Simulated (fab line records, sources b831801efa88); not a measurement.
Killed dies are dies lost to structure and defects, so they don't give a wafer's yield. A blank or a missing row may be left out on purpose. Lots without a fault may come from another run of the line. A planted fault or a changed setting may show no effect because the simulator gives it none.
fab line records | flow sfq_line
record lots=12 wafers=36 last_day=91
route steps=325 shown L0@6
lots that met no fault: from a run of the same line without faults
start_h: hours from the record's first day to the start of the lot's first wafer shown | wait_h: hours since the lot's step before | " the same as in the row above | L1.1+2: a row that stands for several wafers | - no value, or no start given | * or withheld: withheld | < > ~ a bound
route shown NAME@n: a module of which the file shows steps, and the number in the route of the first | usual: mean/standard deviation of fault-free wafers | same: alike in all rows | chamber/n: place in a boat | sites: the reading at each site | _std_site: their standard deviation | _edge_site: outer sites' mean less inner sites' | radius_mm: how far each site lies from the wafer's centre | mask NAME#n: copy n | behind: the tool/chamber that last shaped the wafer | hold: why the lot was held/for how many hours/how that ended | device: the transistor (n, p or np) that didn't switch | end of line: the same wafers' tests at the end of the route | a step without rows: its recipe alone | killed: dies lost to structure and defects at the first sort, not the wafer's yield | map: a wafer's dies, x killed, . not, _ none there
set.NAME: the setting as run; set.NAME@STEP: as run at that earlier step | model.NAME: the simulator's own value behind a step, which no gauge read
steps of the route over a sample of lots; a table a step, a row a wafer
services: from which hour (start_h, from the record's first day; less than 0 if before it) a tool's chamber was out of use, for how many hours, and why
## steps
# step SFQ_TRILAYER_L0_LITHO_COAT_010
# recipe resist=BARC spin_rpm=3000 resist_thk_nm=62
# usual chill_plate_temp_C=22.99/0.11
# columns lot.wafer tool chamber start_h wait_h chill_plate_temp_C
L581.4 litho_track-04 0 12.89 0.2 23.05
L581.5 " 0 " " 23.04
L581.6 " 0 " " 23.15
L582.1 litho_track-01 0 17.74 0.1 22.89
L582.4 " 0 " " 23.15
L582.6 " 0 " " 22.94
L583.4 litho_track-01 0 22.89 0.2 22.89
L583.5 " 0 " " 23.14
L583.6 " 0 " " 23.05
L593.3 litho_track-01 0 72.84 0.1 22.93
L593.4 " 0 " " 22.89
L593.6 " 0 " " 22.76
L595.1 litho_track-02 0 82.74 0.1 23.03
L595.5 " 0 " " 23.05
L595.6 " 0 " " 23.09
L597.3 litho_track-04 0 92.86 0.1 23.03
L597.4 " 0 " " 22.90
L597.5 " 0 " " 22.91
L598.2 litho_track-04 0 98.00 0.3 22.91
L598.4 " 0 " " 23.00
L598.6 " 0 " " 22.89
L599.4 litho_track-04 0 102.89 0.2 22.98
L599.5 " 0 " " 22.97
L599.6 " 0 " " 22.88
L600.1 litho_track-02 0 107.74 0.1 23.13
L600.5 " 0 " " 23.08
L600.6 " 0 " " 23.06
L601.1 litho_track-04 0 112.74 0.1 23.11
L601.4 " 0 " " 23.06
L601.6 " 0 " " 23.10
L602.1 litho_track-02 0 117.74 0.1 23.14
L602.5 " 0 " " 22.89
L602.6 " 0 " " 23.16
L604.2 litho_track-02 0 127.79 0.1 22.88
L604.4 " 0 " " 22.86
L604.5 " 0 " " 22.87
# step SFQ_TRILAYER_L0_BARC_OPEN_METAL_ETCH_010
# recipe mask_material=PR chemistry=O2 target_depth_nm=125 target=BARC icp_w=600 bias_w=80 pressure_mtorr=10 time_s=41.7
# usual drypump_motor_current_A=6.1/0.45 oes_product_au=0.684/0.0044
# columns lot.wafer tool chamber start_h wait_h drypump_motor_current_A oes_product_au rf_hours_counter_h
L581.4 rie_metal-02 1 77.57 0.1 5.6 0.686 -
L581.5 " 1 " " 5.6 0.681 -
L581.6 " 0 " " 6.0 0.686 -
L582.1 rie_metal-01 1 85.95 0.1 5.6 0.688 2
L582.4 " 1 " " 5.6 0.685 -
L582.6 " 1 " " 5.6 0.685 -
L583.4 rie_metal-02 1 89.57 0.1 5.6 0.681 -
L583.5 " 0 " " 6.1 0.683 -
L583.6 " 1 " " 5.6 0.687 -
L593.3 rie_metal-04 1 127.97 0.1 6.6 0.686 -
L593.4 " 0 " " 6.4 0.712 -
L593.6 " 0 " " 6.4 0.699 -
L595.1 rie_metal-04 1 130.35 0.1 6.6 0.685 117
L595.5 " 1 " " 6.6 0.685 -
L595.6 " 0 " " 6.5 0.687 -
L597.3 rie_metal-01 0 155.14 0.1 5.4 0.694 -
L597.4 " 1 " " 5.6 0.681 -
L597.5 " 0 " " 5.4 0.687 -
L598.2 rie_metal-04 0 162.32 0.1 6.5 0.676 112
L598.4 " 0 " " 6.5 0.686 -
L598.6 " 1 " " 6.5 0.689 -
L599.4 rie_metal-04 1 170.21 0.1 6.6 0.689 -
L599.5 " 1 " " 6.6 0.689 -
L599.6 " 0 " " 6.4 0.687 -
L600.1 rie_metal-04 1 174.99 0.1 6.6 0.685 125
L600.5 " 0 " " 6.5 0.686 -
L600.6 " 1 " " 6.6 0.683 -
L601.1 rie_metal-04 0 179.79 0.1 6.4 0.694 114
L601.4 " 0 " " 6.5 0.682 -
L601.6 " 0 " " 6.4 0.681 -
L602.1 rie_metal-04 0 188.19 0.1 6.5 0.680 116
L602.5 " 0 " " 6.5 0.690 -
L602.6 " 0 " " 6.5 0.682 -
L604.2 rie_metal-04 0 208.79 0.1 6.4 0.687 120
L604.4 " 1 " " 6.6 0.679 -
L604.5 " 0 " " 6.4 0.692 -
## services
# columns tool chamber start_h hours kind
rie_metal-02 0 9.28 12.9 repair
rie_metal-02 0 46.38 - clean
rie_metal-02 0 46.38 - consumable_replace:focus_ring
rie_metal-02 0 46.38 19.0 scheduled_down
rie_metal-02 0 46.38 19.0 vent_cycle
rie_metal-01 1 52.72 - clean
rie_metal-01 1 52.72 - consumable_replace:focus_ring
rie_metal-01 1 52.72 20.0 scheduled_down
rie_metal-01 1 52.72 20.0 vent_cycle
rie_metal-01 - 54.87 4.3 pm
rie_metal-04 - 121.53 1.4 pm
rie_metal-02 - 127.45 1.4 pm
rie_metal-04 0 148.24 13.7 repair
rie_metal-04 1 179.79 14.2 repair
## key
first_sign step=SFQ_TRILAYER_L0_BARC_OPEN_METAL_ETCH_010 reading=oes_product_au direction=up sigmas=4.8 usual=0.684 struck=0.706
effect none on later readings
met_at SFQ_TRILAYER_L0_LITHO_COAT_010
struck_lots L593
struck_wafers L593.4,L593.6
onset_between 22.89 72.84
fault kind=process_parameter_drift tool=litho_track-01 chamber=- onset_h=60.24 steps=SFQ_TRILAYER_L0_LITHO_COAT_010 channel=resist_thk_nm offset=3.023 shape=step end_h=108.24 scope=struck_wafers_only acts_in=these_recipes_only stated=62
